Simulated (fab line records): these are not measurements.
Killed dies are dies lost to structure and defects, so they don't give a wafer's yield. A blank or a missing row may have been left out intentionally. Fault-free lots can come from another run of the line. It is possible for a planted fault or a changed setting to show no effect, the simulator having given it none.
Which tool was responsible?	flow gf180mcu	13 lots with 39 wafers sampled at 4 steps, on a route of 602 steps

== WHAT THE GAUGES READ, wafer by wafer ==
GF_PASSIVATION_THK_MEAS_01.
lot	measured	on	PASSIVATION_CVD_00_THK (nm)
L449	day 28 01:28	film-metro-02	991 1007 1000
L450	day 28 12:41	film-metro-02	1013 1004 1007
L451	day 28 18:31	film-metro-04	990 986 1001
L452	day 29 02:32	film-metro-02	996 994 999
L453	day 29 12:55	film-metro-02	1005 995 1024
L455	day 29 21:59	film-metro-04	986 1010 1016
L456	day 30 04:05	film-metro-01	1007 1018 1016
L457	day 30 20:10	film-metro-04	983 982 989
L463	day 32 07:04	film-metro-04	985 989 998
L467	day 33 03:15	film-metro-04	1008 1023 1003
L469	day 33 16:46	film-metro-01	993 995 1007
L471	day 34 01:31	film-metro-04	979 991 1001
L472	day 34 07:23	film-metro-04	984 991 993

== WHICH TOOL RAN EACH LOT (tool, then ch and the chambers of the sampled wafers, then the start) ==
lot	GF_STI_ETCH_14	GF_TOP_METAL_SPUTTER_04	GF_PASSIVATION_CVD_00
L449	rie-si-02 ch 0,2,3, day 2 03:07	pvd-sputter-02, day 27 04:38	pecvd-04 ch 1,2, day 28 01:23
L450	rie-si-01 ch 0,3, day 2 08:34	pvd-sputter-04, day 27 15:40	pecvd-04 ch 1,2, day 28 12:35
L451	rie-si-01 ch 0,2,3, day 2 13:40	pvd-sputter-02, day 27 22:23	pecvd-04 ch 1,2, day 28 18:23
L452	rie-si-01 ch 0,2,3, day 2 17:22	pvd-sputter-02, day 28 06:56	pecvd-02 ch 0,1,2, day 29 02:27
L453	rie-si-02 ch 0,3, day 2 21:49	pvd-sputter-04, day 28 16:57	pecvd-04 ch 0,1,2, day 29 12:50
L455	rie-si-01 ch 1,2, day 3 07:25	pvd-sputter-01, day 29 02:38	pecvd-04 ch 0,1,2, day 29 21:53
L456	rie-si-02 ch 1,2,3, day 3 13:31	pvd-sputter-02, day 29 08:49	pecvd-02 ch 1,2, day 30 04:01
L457	rie-si-01 ch 0,1,3, day 3 20:43	pvd-sputter-01, day 30 01:10	pecvd-02 ch 0,1,2, day 30 20:05
L463	rie-si-02 ch 0,3, day 5 01:55	pvd-sputter-01, day 31 12:14	pecvd-01 ch 1,2, day 32 06:59
L467	rie-si-02 ch 0,1,3, day 5 21:46	pvd-sputter-01, day 32 10:08	pecvd-04 ch 0,2, day 33 03:10
L469	rie-si-02 ch 0,1,3, day 6 08:01	pvd-sputter-01, day 33 00:29	pecvd-04 ch 0,1,2, day 33 16:41
L471	rie-si-01 ch 0,1,3, day 6 18:22	pvd-sputter-04, day 33 09:29	pecvd-04 ch 1,2, day 34 01:26
L472	rie-si-02 ch 0,3, day 6 23:31	pvd-sputter-04, day 33 15:29	pecvd-01 ch 0,2, day 34 07:17
- GF_STI_ETCH_14: etches Si in HBr/Cl2/O2, target depth 360 nm, time 102.9 s.
- GF_TOP_METAL_SPUTTER_04: material TiN, target thk 25 nm, time 20.8 s.
- GF_PASSIVATION_CVD_00: deposits SiO2 from TEOS, target thk 1000 nm, time 111.95 s.

== WHAT THE TOOLS THEMSELVES READ (means of the sampled wafers that have a number; where no wafer has one, the mark that the record gives instead) ==
GF_STI_ETCH_14.
lot	tool	drypump-motor-current-A (A)	oes-product-au (a.u.)	throttle-valve-pct (%)
L449	rie-si-02	5.7	1.002	25.648
L450	rie-si-01	4.9	1.002	25.652
L451	rie-si-01	5.2	1.004	25.654
L452	rie-si-01	5.2	0.997	25.650
L453	rie-si-02	6.2	1.004	25.660
L455	rie-si-01	5.9	1.005	25.659
L456	rie-si-02	5.8	1.002	25.669
L457	rie-si-01	5.2	1.007	25.651
L463	rie-si-02	6.1	0.999	25.654
L467	rie-si-02	5.9	0.999	25.653
L469	rie-si-02	5.9	1.004	25.649
L471	rie-si-01	5.2	1.006	25.652
L472	rie-si-02	5.8	1.004	25.649

GF_TOP_METAL_SPUTTER_04.
lot	tool	chamber-pressure-pa (Pa)	throttle-valve-pct (%)
L449	pvd-sputter-02	0.4001	29.7
L450	pvd-sputter-04	0.4002	29.6
L451	pvd-sputter-02	0.4000	29.4
L452	pvd-sputter-02	0.3999	29.5
L453	pvd-sputter-04	0.4003	29.5
L455	pvd-sputter-01	0.4006	29.6
L456	pvd-sputter-02	0.4005	30.0
L457	pvd-sputter-01	0.4000	29.9
L463	pvd-sputter-01	0.3997	29.5
L467	pvd-sputter-01	0.3993	30.3
L469	pvd-sputter-01	0.4001	30.4
L471	pvd-sputter-04	0.4001	29.7
L472	pvd-sputter-04	0.4007	29.8

GF_PASSIVATION_CVD_00.
lot	tool	heater-power-w (W)
L449	pecvd-04	811
L450	pecvd-04	728
L451	pecvd-04	797
L452	pecvd-02	642
L453	pecvd-04	641
L455	pecvd-04	720
L456	pecvd-02	615
L457	pecvd-02	663
L463	pecvd-01	676
L467	pecvd-04	733
L469	pecvd-04	729
L471	pecvd-04	839
L472	pecvd-01	677

== THE ANSWER, worked out from the rows above alone ==
Rule: usual is defined by the lots themselves. Put in order of their means at a reading, lots are off if they are a third of the lots or fewer, leave a main group of 4 or more, and stand apart from it by a gap of 3 or more times the standard deviation of the main group's means; of several such gaps the widest counts. The tables above print the reading to a certain number of digits; a main group whose means all agree to those digits is not used. A lot without any number at a reading at which 4 lots or more have one is off too. The other lots that the step has rows for count as sound. After the gauges, taken in route order, come the tools' own readings; for these a lot's mean is taken, as printed above. The first step at which some lot is off is used, and at that step the reading that is off furthest; a lot without a number counts as furthest.
Across all readings shown, no lot is off: no conclusion can be drawn from this.

== WHAT HAD BEEN PUT IN BY THE SIMULATOR ==
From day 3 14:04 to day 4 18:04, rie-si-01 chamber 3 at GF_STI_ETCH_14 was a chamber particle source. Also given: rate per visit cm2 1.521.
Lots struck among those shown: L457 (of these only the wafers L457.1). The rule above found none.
